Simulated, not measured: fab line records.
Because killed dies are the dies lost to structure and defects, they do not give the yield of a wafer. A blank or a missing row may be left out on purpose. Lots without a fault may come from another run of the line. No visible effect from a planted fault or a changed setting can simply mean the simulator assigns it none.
fab line records	flow sky130
[record] lots = 12	wafers = 36	lastDay = 50
route steps=708 shown NWELL@60 VT_ADJUST_HVTP@96 LOCAL_INTERCONNECT@387 PAD_OPEN@708
lots untouched by any fault: they come from a run of this same line in which no faults occurred
startH: hours from the record's first day to the start of the lot's first wafer shown	waitH: hours elapsed since this lot's preceding step	" identical to the entry in the row above	L1.1+2: several wafers, shown together as one row	- no value present, or no start provided	* or withheld: withheld	< > ~ a bound
route shown NAME@n: names a module that has steps shown in the file, with the first one's number in the route	usual: mean/standard deviation taken from wafers without a fault	same: alike in all rows	chamber/n: place in a boat	sites: readings site by site	_std_site: standard deviation across them	_edge_site: mean of outer sites minus mean of inner sites	radiusMm: how far each site lies from the wafer's centre	mask NAME#n: copy n	behind: the last tool/chamber to shape the wafer	hold: the reason the lot was held/the length of the hold in hours/how it ended	device: the transistor (n, p or np) that didn't switch	end of line: the tests these same wafers got at the end of their route	for a step that has no rows: nothing shown but its recipe	killed: count of dies lost to structure and defects at first sort (not the wafer's yield)	map: a wafer's dies, x killed, . not, _ none there
set.NAME: setting as actually run; set.NAME@STEP: the setting as run at that earlier step	model.NAME: the simulator's own value behind a step, which no gauge read
route steps across a sampled set of lots; one table per step, one row per wafer
services: when a tool's chamber went out of use (startH, in hours from the record's first day, below 0 if earlier), for how many hours, and the reason
[[steps]]
[step SKY_NWELL_EXPOSE_07]
[recipe] maskId = NWM	na = 0.6	sourceShape = conventional	sigmaOuter = 0.6	polarization = unpolarized	targetCdNm = 840	doseMj = 255
[usual] focusOffsetNm = 0.1/0.46
lot.wafer	tool	chamber	startH	waitH	mask	focusOffsetNm
L284.2	ilineStepper-01	0	80.90	-	NWM#0	0.2
L284.3	"	0	"	"	NWM#0	0.1
L284.4	"	0	"	"	NWM#0	-0.4
L287.1	ilineStepper-02	0	113.97	-	NWM#0	-0.2
L287.5	"	0	"	"	NWM#0	-0.4
L287.6	"	0	"	"	NWM#0	0.2
L288.3	ilineStepper-02	0	114.45	-	NWM#0	0.6
L288.5	"	0	"	"	NWM#0	0.0
L288.6	"	0	"	"	NWM#0	-0.1
L290.2	ilineStepper-02	0	123.83	-	NWM#0	0.3
L290.4	"	0	"	"	NWM#0	0.0
L290.6	"	0	"	"	NWM#0	-0.2
L291.4	ilineStepper-02	0	136.70	-	NWM#0	0.6
L291.5	"	0	"	"	NWM#0	0.0
L291.6	"	0	"	"	NWM#0	0.6
L292.1	ilineStepper-01	0	141.17	-	NWM#0	0.4
L292.2	"	0	"	"	NWM#0	0.3
L292.5	"	0	"	"	NWM#0	0.6
L294.3	ilineStepper-02	0	141.96	-	NWM#0	-0.4
L294.4	"	0	"	"	NWM#0	-0.3
L294.6	"	0	"	"	NWM#0	0.7
L295.3	ilineStepper-02	0	145.92	-	NWM#0	0.1
L295.5	"	0	"	"	NWM#0	-0.3
L295.6	"	0	"	"	NWM#0	0.6
L297.1	ilineStepper-02	0	164.79	-	NWM#0	1.0
L297.2	"	0	"	"	NWM#0	-0.1
L297.4	"	0	"	"	NWM#0	0.2
L303.1	ilineStepper-01	0	193.25	-	NWM#0	1.0
L303.5	"	0	"	"	NWM#0	0.7
L303.6	"	0	"	"	NWM#0	1.1
L305.1	ilineStepper-01	0	204.06	-	NWM#0	-0.3
L305.5	"	0	"	"	NWM#0	0.4
L305.6	"	0	"	"	NWM#0	0.3
L306.2	ilineStepper-01	0	209.48	-	NWM#0	0.6
L306.5	"	0	"	"	NWM#0	0.2
L306.6	"	0	"	"	NWM#0	0.0
[step SKY_NWELL_OVL_MEAS_10]
[usual] NWELL_00_OVL = -0.1/1.2
lot.wafer	tool	chamber	startH	waitH	NWELL_00_OVL[nm]
L284.2	overlay-02	-	88.80	-	0.0
L284.3	"	-	"	"	0.4
L284.4	"	-	"	"	-0.5
L287.1	overlay-01	-	122.23	-	-2.1
L287.5	"	-	"	"	0.4
L287.6	"	-	"	"	0.0
L288.3	overlay-02	-	123.36	-	-1.7
L288.5	"	-	"	"	-1.8
L288.6	"	-	"	"	-0.8
L290.2	overlay-02	-	132.47	-	-0.8
L290.4	"	-	"	"	0.5
L290.6	"	-	"	"	-0.7
L291.4	overlay-02	-	145.88	-	225.7
L291.5	"	-	"	"	226.0
L291.6	"	-	"	"	225.3
L292.1	overlay-01	-	150.51	-	-0.7
L292.2	"	-	"	"	0.1
L292.5	"	-	"	"	-0.4
L294.3	overlay-02	-	151.87	-	224.9
L294.4	"	-	"	"	224.4
L294.6	"	-	"	"	225.3
L295.3	overlay-01	-	155.41	-	224.9
L295.5	"	-	"	"	225.2
L295.6	"	-	"	"	223.7
L297.1	overlay-01	-	174.56	-	228.7
L297.2	"	-	"	"	226.4
L297.4	"	-	"	"	227.0
L303.1	overlay-01	-	203.41	-	-1.0
L303.5	"	-	"	"	0.4
L303.6	"	-	"	"	1.0
L305.1	overlay-01	-	214.95	-	0.1
L305.5	"	-	"	"	0.2
L305.6	"	-	"	"	-0.7
L306.2	overlay-02	-	220.94	-	0.3
L306.5	"	-	"	"	-1.2
L306.6	"	-	"	"	-0.3
[step SKY_VT_ADJUST_HVTP_TW_MEAS_11]
[usual] VT_ADJUST_HVTP_TW = 1346/14
lot.wafer	tool	chamber	startH	waitH	VT_ADJUST_HVTP_TW
L284.2	filmMetro-02	-	125.96	0.1	1348
L284.3	"	-	"	"	1352
L284.4	"	-	"	"	1345
L287.1	filmMetro-03	-	161.69	0.1	1335
L287.5	"	-	"	"	1338
L287.6	"	-	"	"	1333
L288.3	filmMetro-02	-	163.26	0.1	1329
L288.5	"	-	"	"	1341
L288.6	"	-	"	"	1341
L290.2	filmMetro-04	-	172.95	0.1	1375
L290.4	"	-	"	"	1368
L290.6	"	-	"	"	1372
L291.4	filmMetro-02	-	188.48	0.1	1346
L291.5	"	-	"	"	1346
L291.6	"	-	"	"	1339
L292.1	filmMetro-03	-	193.44	0.1	1339
L292.2	"	-	"	"	1340
L292.5	"	-	"	"	1348
L294.3	filmMetro-03	-	194.06	0.1	1341
L294.4	"	-	"	"	1338
L294.6	"	-	"	"	1347
L295.3	filmMetro-03	-	198.96	0.1	1352
L295.5	"	-	"	"	1354
L295.6	"	-	"	"	1341
L297.1	filmMetro-03	-	218.74	0.1	1342
L297.2	"	-	"	"	1347
L297.4	"	-	"	"	1344
L303.1	filmMetro-04	-	250.20	0.1	1375
L303.5	"	-	"	"	1369
L303.6	"	-	"	"	1371
L305.1	filmMetro-02	-	262.89	0.1	1338
L305.5	"	-	"	"	1343
L305.6	"	-	"	"	1344
L306.2	filmMetro-03	-	269.56	0.1	1347
L306.5	"	-	"	"	1339
L306.6	"	-	"	"	1355
[step SKY_LOCAL_INTERCONNECT_SPUTTER_00]
[recipe] material = TiN	targetThkNm = 100	tempC = 300	powerW = 6500	timeS = 83.3	chamberPressurePa = 0.4
[usual] substrateTempC = 299.98/0.18	throttleValvePct = 30.4/0.56
[same] timeS = 83.3
lot.wafer	tool	chamber	startH	waitH	substrateTempC	throttleValvePct
L284.2	pvdSputter-04	-	684.27	0.1	300.09	30.0
L284.3	"	-	"	"	300.07	30.2
L284.4	"	-	"	"	299.91	29.6
L287.1	pvdSputter-01	-	730.00	0.1	299.82	29.7
L287.5	"	-	"	"	299.98	30.6
L287.6	"	-	"	"	299.62	30.4
L288.3	pvdSputter-03	-	740.92	0.1	300.21	31.2
L288.5	"	-	"	"	299.76	30.8
L288.6	"	-	"	"	300.22	29.8
L290.2	pvdSputter-04	-	749.00	0.1	300.05	29.6
L290.4	"	-	"	"	299.91	30.3
L290.6	"	-	"	"	300.27	30.0
L291.4	pvdSputter-04	-	765.89	0.2	300.10	31.1
L291.5	"	-	"	"	299.79	29.6
L291.6	"	-	"	"	300.04	29.8
L292.1	pvdSputter-03	-	775.92	0.2	300.13	30.8
L292.2	"	-	"	"	299.78	31.2
L292.5	"	-	"	"	299.73	31.3
L294.3	pvdSputter-01	-	777.17	0.2	299.88	30.0
L294.4	"	-	"	"	299.92	30.8
L294.6	"	-	"	"	300.04	30.6
L295.3	pvdSputter-04	-	783.12	0.1	300.17	29.9
L295.5	"	-	"	"	300.05	31.1
L295.6	"	-	"	"	300.25	30.1
L297.1	pvdSputter-04	-	806.23	0.1	299.91	31.3
L297.2	"	-	"	"	300.21	30.3
L297.4	"	-	"	"	300.12	29.5
L303.1	pvdSputter-04	-	839.55	0.1	300.42	29.7
L303.5	"	-	"	"	300.16	29.6
L303.6	"	-	"	"	299.90	29.9
L305.1	pvdSputter-01	-	853.40	0.1	299.87	30.6
L305.5	"	-	"	"	300.15	30.5
L305.6	"	-	"	"	300.09	29.9
L306.2	pvdSputter-01	-	854.60	0.1	300.06	29.9
L306.5	"	-	"	"	300.15	30.6
L306.6	"	-	"	"	300.01	30.7
[step SKY_LOCAL_INTERCONNECT_STRIP_15]
[recipe] chemistry = O2/N2	powerW = 1400	pressureMtorr = 1500	platenTempC = withheld	o2FlowSccm = 3000	n2FlowSccm = 300	overashFraction = 0.5
[usual] drypumpMotorCurrentA = 5.76/0.18	n2FlowSccm = 300.0/0.92	oesProductAu = 0.427/0.0045	stripTimeToEndpointS = 4.721/0.022
lot.wafer	tool	chamber	startH	waitH	drypumpMotorCurrentA	n2FlowSccm	oesProductAu	rfHoursCounterH	stripTimeToEndpointS
L284.2	plasmaAsher-04	1	712.15	0.0	5.78	300.0	0.433	28	4.732
L284.3	"	0	"	"	5.68	300.4	0.433	-	4.729
L284.4	"	1	"	"	5.78	300.0	0.431	-	4.709
L287.1	plasmaAsher-03	1	758.62	0.1	5.55	300.4	0.433	61	4.700
L287.5	"	1	"	"	5.54	300.2	0.428	-	4.690
L287.6	"	0	"	"	6.05	300.3	0.433	-	4.711
L288.3	plasmaAsher-02	0	768.44	0.1	5.52	300.5	0.423	-	4.683
L288.5	"	0	"	"	5.53	298.7	0.424	-	4.706
L288.6	"	1	"	"	5.89	299.6	0.425	-	4.691
L290.2	plasmaAsher-03	0	776.58	0.1	6.04	300.6	0.427	63	4.669
L290.4	"	1	"	"	5.56	299.0	0.433	-	4.683
L290.6	"	1	"	"	5.57	298.7	0.435	-	4.665
L291.4	plasmaAsher-04	0	793.00	0.1	5.69	299.6	0.426	-	4.747
L291.5	"	1	"	"	5.83	299.5	0.427	-	4.746
L291.6	"	0	"	"	5.74	299.6	0.433	-	4.723
L292.1	plasmaAsher-02	1	801.90	0.0	5.88	299.7	0.431	101	4.693
L292.2	"	0	"	"	5.54	300.8	0.425	101	4.687
L292.5	"	0	"	"	5.52	300.4	0.427	-	4.687
L294.3	plasmaAsher-04	0	804.39	0.1	5.73	298.5	0.429	-	4.735
L294.4	"	1	"	"	5.79	299.1	0.429	-	4.702
L294.6	"	1	"	"	5.80	300.0	0.422	-	4.728
L295.3	plasmaAsher-04	0	810.05	0.1	5.75	297.7	0.426	-	4.744
L295.5	"	1	"	"	5.81	299.0	0.428	-	4.741
L295.6	"	0	"	"	5.72	299.2	0.424	-	4.773
L297.1	plasmaAsher-03	0	832.06	0.0	6.06	300.0	0.417	68	4.740
L297.2	"	1	"	"	5.55	300.5	0.424	68	4.736
L297.4	"	1	"	"	5.55	298.5	0.420	-	4.721
L303.1	plasmaAsher-02	1	865.66	0.0	5.95	299.9	0.419	107	4.733
L303.5	"	0	"	"	5.54	299.4	0.427	-	4.725
L303.6	"	1	"	"	5.91	300.5	0.434	-	4.730
L305.1	plasmaAsher-02	1	879.62	0.0	5.87	299.7	0.424	109	4.717
L305.5	"	1	"	"	5.89	300.3	0.423	-	4.716
L305.6	"	0	"	"	5.54	300.1	0.430	-	4.717
L306.2	plasmaAsher-04	1	881.57	0.0	5.80	300.5	0.432	45	4.732
L306.5	"	1	"	"	5.79	298.7	0.428	-	4.741
L306.6	"	0	"	"	5.69	300.0	0.434	-	4.708
[step SKY_PAD_OPEN_PROBE_99]
[usual] killed_at_M0_to_M3 = 43/6.9	killed_at_M4_up = 3.0/1.8	killedAtContacts = 24/4.8	killedAtFrontEnd = 15/4.5	killedAtOther = 0.4/0.67	killedDies = 86/9.2	killedOnRim = 17/3.5	killedOpen = 46/6.9	killedShort = 39/6
[same] grossDies = 492	killedAtBackSide = 0
lot.wafer	tool	chamber	startH	waitH	killed_at_M0_to_M3	killed_at_M4_up	killedAtContacts	killedAtFrontEnd	killedAtOther	killedDies	killedOnRim	killedOpen	killedShort
L291.4	prober-02	-	1142.54	0.2	48	2	20	421	1	492	96	49	35
L291.5	prober-02	-	1142.59	0.2	52	2	24	414	0	492	96	48	36
L291.6	prober-02	-	1142.64	0.2	36	2	32	422	0	492	96	51	34
L294.3	prober-01	-	1147.57	0.2	31	3	23	435	0	492	96	44	28
L294.4	prober-01	-	1147.62	0.2	45	2	22	423	0	492	96	50	27
L294.6	prober-01	-	1147.72	0.2	32	2	19	439	0	492	96	44	27
L295.3	prober-02	-	1154.02	0.2	51	3	25	413	0	492	96	60	39
L295.5	prober-02	-	1154.12	0.2	53	3	27	409	0	492	96	48	42
L295.6	prober-02	-	1154.17	0.2	39	4	24	425	0	492	96	45	43
L297.1	prober-01	-	1167.52	0.1	35	2	25	429	1	492	96	49	29
L297.2	prober-01	-	1167.57	0.1	43	4	32	412	1	492	96	37	50
L297.4	prober-01	-	1167.67	0.2	50	3	21	417	1	492	96	54	34
// killed by level:class
L291.4 NWELL:overlay=408 VIA1:geometricParticle:open=12 VIA3:geometricParticle:open=9 LI_CONTACT:geometricParticle:open=8 CONTACT:geometricParticle:open=7 VIA1:geometricParticle:short=6 FIELD_ISO:geometricParticle:short=5 VIA3:geometricParticle:short=5
L291.5 NWELL:overlay=407 VIA1:geometricParticle:open=12 VIA3:geometricParticle:open=10 CONTACT:geometricParticle:open=9 METAL2:geometricParticle:short=7 VIA2:geometricParticle:open=5 LI_CONTACT:geometricParticle:open=5 VIA1:geometricParticle:short=5
L291.6 NWELL:overlay=406 CONTACT:geometricParticle:open=12 VIA1:geometricParticle:open=11 VIA1:geometricParticle:short=7 LI_CONTACT:geometricParticle:open=7 VIA2:geometricParticle:open=7 LOCAL_INTERCONNECT:geometricParticle:short=5 CONTACT:geometricParticle:short=5
L294.3 NWELL:overlay=419 CONTACT:geometricParticle:open=12 VIA3:geometricParticle:open=8 FIELD_ISO:geometricParticle:short=6 VIA1:geometricParticle:open=6 LI_CONTACT:geometricParticle:open=5 VIA3:geometricParticle:short=4 METAL1:geometricParticle:open=3
L294.4 NWELL:overlay=415 LI_CONTACT:geometricParticle:open=13 VIA1:geometricParticle:open=9 CONTACT:geometricParticle:open=7 VIA3:geometricParticle:open=6 VIA2:geometricParticle:open=6 VIA2:geometricParticle:short=5 FIELD_ISO:geometricParticle:open=4
L294.6 NWELL:overlay=420 VIA1:geometricParticle:open=8 VIA1:geometricParticle:short=8 VIA3:geometricParticle:open=8 CONTACT:geometricParticle:open=7 FIELD_ISO:geometricParticle:open=6 LI_CONTACT:geometricParticle:open=6 POLY_GATE:geometricParticle:open=4
L295.3 NWELL:overlay=393 CONTACT:geometricParticle:open=15 VIA2:geometricParticle:open=10 VIA3:geometricParticle:open=9 FIELD_ISO:geometricParticle:short=7 LI_CONTACT:geometricParticle:open=6 POLY_GATE:geometricParticle:open=5 VIA1:geometricParticle:short=5
L295.5 NWELL:overlay=402 VIA2:geometricParticle:open=15 VIA1:geometricParticle:open=11 LOCAL_INTERCONNECT:geometricParticle:short=8 CONTACT:geometricParticle:open=7 LI_CONTACT:geometricParticle:open=6 VIA1:geometricParticle:short=6 CONTACT:geometricParticle:short=5
L295.6 NWELL:overlay=403 CONTACT:geometricParticle:open=12 VIA1:geometricParticle:open=8 METAL2:geometricParticle:short=8 FIELD_ISO:geometricParticle:open=7 POLY_GATE:geometricParticle:open=6 CONTACT:geometricParticle:short=6 POLY_GATE:geometricParticle:short=5
L297.1 NWELL:overlay=414 CONTACT:geometricParticle:open=10 VIA3:geometricParticle:open=7 VIA1:geometricParticle:open=7 METAL2:geometricParticle:short=5 POLY_GATE:geometricParticle:short=4 FIELD_ISO:geometricParticle:open=4 POLY_GATE:geometricParticle:open=4
L297.2 NWELL:overlay=405 VIA1:geometricParticle:open=12 CONTACT:geometricParticle:open=10 CONTACT:geometricParticle:short=8 VIA1:geometricParticle:short=7 LI_CONTACT:geometricParticle:open=6 METAL1:geometricParticle:short=6 VIA2:geometricParticle:open=4
L297.4 NWELL:overlay=404 VIA1:geometricParticle:open=21 CONTACT:geometricParticle:open=7 VIA2:geometricParticle:open=6 VIA2:geometricParticle:short=5 LI_CONTACT:geometricParticle:open=5 CONTACT:geometricParticle:short=4 VIA3:geometricParticle:open=4
[[services]]
tool	chamber	startH	hours	kind
ilineStepper-02	-	77.23	4.4	pm
ilineStepper-02	-	91.35	11.7	repair
pvdSputter-04	-	153.23	4.0	repair
ilineStepper-01	-	176.55	1.7	pm
ilineStepper-02	-	242.89	1.7	pm
ilineStepper-01	-	323.65	4.6	repair
ilineStepper-01	-	394.73	1.7	pm
plasmaAsher-04	-	421.25	9.0	pm
ilineStepper-01	-	458.39	1.0	repair
ilineStepper-02	-	461.07	1.7	pm
ilineStepper-02	-	468.79	1.6	repair
plasmaAsher-04	-	486.86	2.8	pm
pvdSputter-04	-	505.27	1.7	repair
ilineStepper-02	-	518.44	4.2	repair
plasmaAsher-04	-	519.20	4.3	repair
ilineStepper-01	-	525.16	4.4	pm
ilineStepper-02	-	533.76	13.9	repair
pvdSputter-04	-	538.64	2.0	repair
ilineStepper-02	-	547.63	2.1	pm
ilineStepper-01	-	580.67	10.6	repair
ilineStepper-02	-	581.38	4.1	repair
pvdSputter-04	-	590.17	3.2	repair
ilineStepper-02	-	679.25	1.7	pm
pvdSputter-04	-	732.88	4.7	repair
[[key]]
[firstSign] step = SKY_NWELL_OVL_MEAS_10	reading = NWELL_00_OVL	direction = up	sigmas = 99+	usual = -0.1	struck = 225.6
[effect] step = SKY_PAD_OPEN_PROBE_99	reading = killedAtFrontEnd	direction = up	sigmas = 91	usual = 15	struck = 422
[moreKillsBornAt] SKY_NWELL_EXPOSE_07@ilineStepper-02 = 4896
metAt SKY_NWELL_EXPOSE_07
struckLots L291,L294,L295,L297
testerLeftOut L291,L294,L295,L297
notActingAt SKY_VT_ADJUST_HVTP_TW_MEAS_11,SKY_LOCAL_INTERCONNECT_SPUTTER_00,SKY_LOCAL_INTERCONNECT_STRIP_15
onsetBetween 123.83 136.70
[fault] kind = scannerMatchingOverlay	tool = ilineStepper-02	chamber = -	onsetH = 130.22	steps = SKY_NWELL_EXPOSE_07	offset = 226.28
// testerLeftOut: of these lots the tester's yield and bins aren't shown, on N5 and GAA mostly nor the transistor test; their killed dies are dies lost to structure and defects alone, not to doping, threshold or leakage, so they don't give the yield
